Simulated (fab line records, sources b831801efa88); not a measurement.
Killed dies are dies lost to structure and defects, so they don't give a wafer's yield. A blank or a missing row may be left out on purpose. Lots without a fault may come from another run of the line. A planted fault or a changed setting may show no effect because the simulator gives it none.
Which tool did it? | flow sfq_line | 14 lots, 42 wafers sampled, at 5 steps of a route of 325

WHAT THE GAUGES READ, wafer by wafer
SFQ_I6_BOW_MEAS_941. Usual: I6_BOW 5 um, standard deviation 12.
lot  | measured     | on            | I6_BOW (um) | flag
L582 | day 65 22:23 | film_metro-02 | -9 -5 -5    |
L583 | day 70 20:31 | film_metro-02 | 21 2 20     |
L585 | day 71 03:15 | film_metro-01 | 5 4 10      |
L586 | day 71 06:51 | film_metro-04 | -20 8 -10   |
L587 | day 71 10:38 | film_metro-04 | 13 17 6     |
L588 | day 71 13:01 | film_metro-01 | -8 -8 -22   |
L590 | day 71 17:52 | film_metro-02 | -13 -2 2    |
L592 | day 71 23:50 | film_metro-02 | 16 11 19    |
L596 | day 76 03:29 | film_metro-01 | 3 -1 11     |
L599 | day 77 00:59 | film_metro-02 | 10 11 13    |
L600 | day 77 04:34 | film_metro-04 | 20 25 18    |
L601 | day 77 14:43 | film_metro-02 | 6 18 4      |
L602 | day 77 15:52 | film_metro-01 | 18 9 21     |
L605 | day 78 00:53 | film_metro-01 | -1 -1 0     |

WHICH TOOL RAN EACH LOT (tool, then ch and the chambers of the sampled wafers, then the start)
lot  | SFQ_TRILAYER_JJ_TRILAYER_DEP_SPUTTER_109 | SFQ_TRILAYER_JJ_CE_BARC_OPEN_RIE_150 | SFQ_TRILAYER_A5C_DEP_PECVD_142  | SFQ_TRILAYER_C5_ETCH_VIA_ETCH_154
L582 | pvd_sputter-03, day 50 01:57             | rie_metal-03 ch 0,1, day 50 10:38    | pecvd-04 ch 0,1,2, day 60 15:47 | rie_diel-02 ch 0,1,2, day 65 07:59
L583 | pvd_sputter-06, day 50 15:07             | rie_metal-03 ch 1, day 52 02:51      | pecvd-02 ch 1,2, day 61 21:52   | rie_diel-03 ch 1,3, day 70 11:31
L585 | pvd_sputter-04, day 51 09:48             | rie_metal-01 ch 0,1, day 52 05:11    | pecvd-02 ch 0,1,2, day 62 01:28 | rie_diel-03 ch 0,1,3, day 70 16:19
L586 | pvd_sputter-03, day 51 11:36             | rie_metal-03 ch 1, day 52 06:25      | pecvd-04 ch 0,2, day 62 04:02   | rie_diel-02 ch 1,2,3, day 70 19:55
L587 | pvd_sputter-04, day 51 13:48             | rie_metal-01 ch 0, day 52 08:47      | pecvd-04 ch 0,1,2, day 62 06:26 | rie_diel-03 ch 0,2, day 70 22:19
L588 | pvd_sputter-03, day 51 15:36             | rie_metal-01 ch 0,1, day 52 09:59    | pecvd-01 ch 0,2, day 62 09:52   | rie_diel-02 ch 2,3, day 71 00:43
L590 | pvd_sputter-04, day 51 20:24             | rie_metal-01 ch 0, day 52 12:23      | pecvd-04 ch 0,1,2, day 62 14:50 | rie_diel-03 ch 1,2,3, day 71 05:31
L592 | pvd_sputter-04, day 51 22:48             | rie_metal-02 ch 0,1, day 52 14:47    | pecvd-04 ch 0,1,2, day 63 01:28 | rie_diel-01 ch 1,3, day 71 10:19
L596 | pvd_sputter-04, day 57 02:39             | rie_metal-01 ch 1, day 58 04:43      | pecvd-02 ch 0,1,2, day 63 19:35 | rie_diel-03 ch 2,3, day 72 00:11
L599 | pvd_sputter-06, day 59 05:31             | rie_metal-01 ch 0,1, day 59 10:22    | pecvd-01 ch 0,1,2, day 64 08:19 | rie_diel-01 ch 0,2, day 72 21:47
L600 | pvd_sputter-04, day 59 08:38             | rie_metal-02 ch 0,1, day 59 13:29    | pecvd-02 ch 1,2, day 64 10:59   | rie_diel-03 ch 0,1,3, day 73 03:47
L601 | pvd_sputter-04, day 59 16:29             | rie_metal-02 ch 0,1, day 59 21:20    | pecvd-02 ch 1,2, day 64 15:56   | rie_diel-02 ch 1,3, day 73 08:58
L602 | pvd_sputter-03, day 59 19:34             | rie_metal-01 ch 0,1, day 60 00:25    | pecvd-01 ch 1,2, day 64 18:20   | rie_diel-01 ch 2,3, day 73 11:22
L605 | pvd_sputter-04, day 60 07:32             | rie_metal-02 ch 0,1, day 60 13:46    | pecvd-01 ch 0,1,2, day 65 08:17 | rie_diel-01 ch 1,2, day 73 17:29
- SFQ_TRILAYER_JJ_TRILAYER_DEP_SPUTTER_109: material Nb, target thk 150 nm, time 100 s.
- SFQ_TRILAYER_JJ_CE_BARC_OPEN_RIE_150: chemistry O2, target BARC, target depth 240 nm, time 80 s.
- SFQ_TRILAYER_A5C_DEP_PECVD_142: deposits SiO2 from SiH4/N2O, time 15.556 s, target thk 70 nm.
- SFQ_TRILAYER_C5_ETCH_VIA_ETCH_154: etches SiO2 in CHF3, stops on Nb, target depth 84 nm.

WHAT THE TOOLS THEMSELVES READ (means of the sampled wafers that have a number; where no wafer has one, the mark that the record gives instead)
SFQ_TRILAYER_JJ_TRILAYER_DEP_SPUTTER_109. Usual: throttle_valve_pct 30.2 %, standard deviation 1.3.
lot  | tool           | throttle_valve_pct (%) | flag
L582 | pvd_sputter-03 | 29.8                   |
L583 | pvd_sputter-06 | 30.3                   |
L585 | pvd_sputter-04 | 31.1                   |
L586 | pvd_sputter-03 | 29.3                   |
L587 | pvd_sputter-04 | 31.0                   |
L588 | pvd_sputter-03 | 29.7                   |
L590 | pvd_sputter-04 | 30.0                   |
L592 | pvd_sputter-04 | 31.0                   |
L596 | pvd_sputter-04 | 30.3                   |
L599 | pvd_sputter-06 | 31.0                   |
L600 | pvd_sputter-04 | 30.1                   |
L601 | pvd_sputter-04 | 30.0                   |
L602 | pvd_sputter-03 | 29.2                   |
L605 | pvd_sputter-04 | 31.2                   |

SFQ_TRILAYER_JJ_CE_BARC_OPEN_RIE_150. Usual: chamber_pressure_mTorr 10.000 mTorr, standard deviation 0.0086; drypump_motor_current_A 5.6 A, standard deviation 0.63; he_backside_leak_sccm 3.47 sccm, standard deviation 0.29; oes_product_au 0.538 a.u., standard deviation 0.005; rf_fwd_power_W 596.1 W, standard deviation 2.
lot  | tool         | chamber_pressure_mTorr (mTorr) | drypump_motor_current_A (A) | he_backside_leak_sccm (sccm) | oes_product_au (a.u.) | rf_fwd_power_W (W) | flag
L582 | rie_metal-03 | 10.004                         | 5.2                         | 3.49                         | 0.534                 | 597.2              |
L583 | rie_metal-03 | 9.996                          | 5.2                         | 3.42                         | 0.532                 | 593.2              |
L585 | rie_metal-01 | 10.004                         | 5.6                         | 3.46                         | 0.539                 | 595.0              |
L586 | rie_metal-03 | 9.995                          | 5.3                         | 3.47                         | 0.537                 | 597.9              |
L587 | rie_metal-01 | 10.004                         | 5.1                         | 3.58                         | 0.534                 | 597.4              |
L588 | rie_metal-01 | 9.991                          | 6.1                         | 3.40                         | 0.537                 | 595.7              |
L590 | rie_metal-01 | 10.008                         | 5.1                         | 3.54                         | 0.535                 | 598.3              |
L592 | rie_metal-02 | 9.999                          | 5.5                         | 3.52                         | 0.538                 | 594.2              |
L596 | rie_metal-01 | 10.005                         | 6.6                         | 3.22                         | 0.536                 | 596.8              |
L599 | rie_metal-01 | 10.004                         | 6.2                         | 3.26                         | 0.535                 | 597.3              |
L600 | rie_metal-02 | 10.000                         | 5.5                         | 3.63                         | 0.540                 | 595.8              |
L601 | rie_metal-02 | 10.003                         | 5.2                         | 3.48                         | 0.539                 | 594.8              |
L602 | rie_metal-01 | 9.997                          | 6.1                         | 3.25                         | 0.542                 | 598.1              |
L605 | rie_metal-02 | 9.997                          | 5.5                         | 3.48                         | 0.538                 | 595.1              |

SFQ_TRILAYER_A5C_DEP_PECVD_142. Usual: heater_power_w 88 W, standard deviation 13; rf_fwd_power_W 179.6 W, standard deviation 1.2; throttle_valve_pct 24.1 %, standard deviation 1.3.
lot  | tool     | heater_power_w (W) | rf_fwd_power_W (W) | throttle_valve_pct (%) | flag
L582 | pecvd-04 | 79                 | 179.5              | 22.9                   |
L583 | pecvd-02 | 94                 | 180.0              | 26.1                   |
L585 | pecvd-02 | 95                 | 181.0              | 24.9                   |
L586 | pecvd-04 | 73                 | 179.8              | 23.5                   |
L587 | pecvd-04 | 80                 | 179.2              | 23.1                   |
L588 | pecvd-01 | 95                 | 178.5              | 24.1                   |
L590 | pecvd-04 | 85                 | 178.4              | 23.1                   |
L592 | pecvd-04 | 82                 | 179.1              | 23.2                   |
L596 | pecvd-02 | 94                 | 180.6              | 25.1                   |
L599 | pecvd-01 | 87                 | 179.6              | 24.5                   |
L600 | pecvd-02 | 87                 | 181.0              | 25.4                   |
L601 | pecvd-02 | 90                 | 181.3              | 25.2                   |
L602 | pecvd-01 | 96                 | 180.7              | 24.2                   |
L605 | pecvd-01 | 91                 | 179.8              | 24.4                   |

SFQ_TRILAYER_C5_ETCH_VIA_ETCH_154. Usual: chamber_pressure_mTorr 30.002 mTorr, standard deviation 0.029; drypump_motor_current_A 5.6 A, standard deviation 0.34; oes_product_au 0.893 a.u., standard deviation 0.0073; rf_fwd_power_W 495.6 W, standard deviation 2.
lot  | tool        | chamber_pressure_mTorr (mTorr) | drypump_motor_current_A (A) | oes_product_au (a.u.) | rf_fwd_power_W (W) | flag
L582 | rie_diel-02 | 30.013                         | 5.4                         | 0.887                 | 495.7              |
L583 | rie_diel-03 | 30.021                         | 5.6                         | 0.895                 | 493.5              |
L585 | rie_diel-03 | 30.001                         | 5.4                         | 0.896                 | 494.6              |
L586 | rie_diel-02 | 30.018                         | 5.5                         | 0.898                 | 496.1              |
L587 | rie_diel-03 | 30.030                         | 5.9                         | 0.895                 | 494.9              |
L588 | rie_diel-02 | 30.007                         | 5.8                         | 0.896                 | 496.7              |
L590 | rie_diel-03 | 29.955                         | 5.7                         | 0.926                 | 495.6              | OFF
L592 | rie_diel-01 | 30.004                         | 5.6                         | 0.919                 | 496.8              | OFF
L596 | rie_diel-03 | 29.983                         | 5.9                         | 0.893                 | 494.7              |
L599 | rie_diel-01 | 30.012                         | 5.6                         | 0.897                 | 497.3              |
L600 | rie_diel-03 | 29.985                         | 5.4                         | 0.896                 | 495.2              |
L601 | rie_diel-02 | 29.997                         | 5.5                         | 0.890                 | 495.4              |
L602 | rie_diel-01 | 29.995                         | 5.4                         | 0.900                 | 494.0              |
L605 | rie_diel-01 | 30.010                         | 5.9                         | 0.895                 | 495.9              |

THE ANSWER, worked out from the rows above alone
Rule: a lot is off if the mean of its wafers that have a number lies more than 3 standard deviations from the usual mean. A lot without any number at a reading at which 4 lots or more have one is off too. The other lots that the step has rows for count as sound. The gauges are gone through in route order, then the tools' own readings, and for those a lot's mean is taken as printed above. The first step at which some lot is off is used, and at that step the reading that is off furthest; a lot without a number counts as furthest.
Off: L590, L592, at SFQ_TRILAYER_C5_ETCH_VIA_ETCH_154 (oes_product_au).
A tool fits if, at that step or a process step before it, it ran every lot that is off, and no sound lot after the first of them. One fits: pecvd-04 at SFQ_TRILAYER_A5C_DEP_PECVD_142. Its last sound lot is L587 (day 62 06:26), its first lot that is off L590 (day 62 14:50): a fault that began between those two fits.

WHAT THE SIMULATOR HAD PUT IN
Process parameter drift: pecvd-04, from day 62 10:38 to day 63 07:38, at SFQ_TRILAYER_A5C_DEP_PECVD_142. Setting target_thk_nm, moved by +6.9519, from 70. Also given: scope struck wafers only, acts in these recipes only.
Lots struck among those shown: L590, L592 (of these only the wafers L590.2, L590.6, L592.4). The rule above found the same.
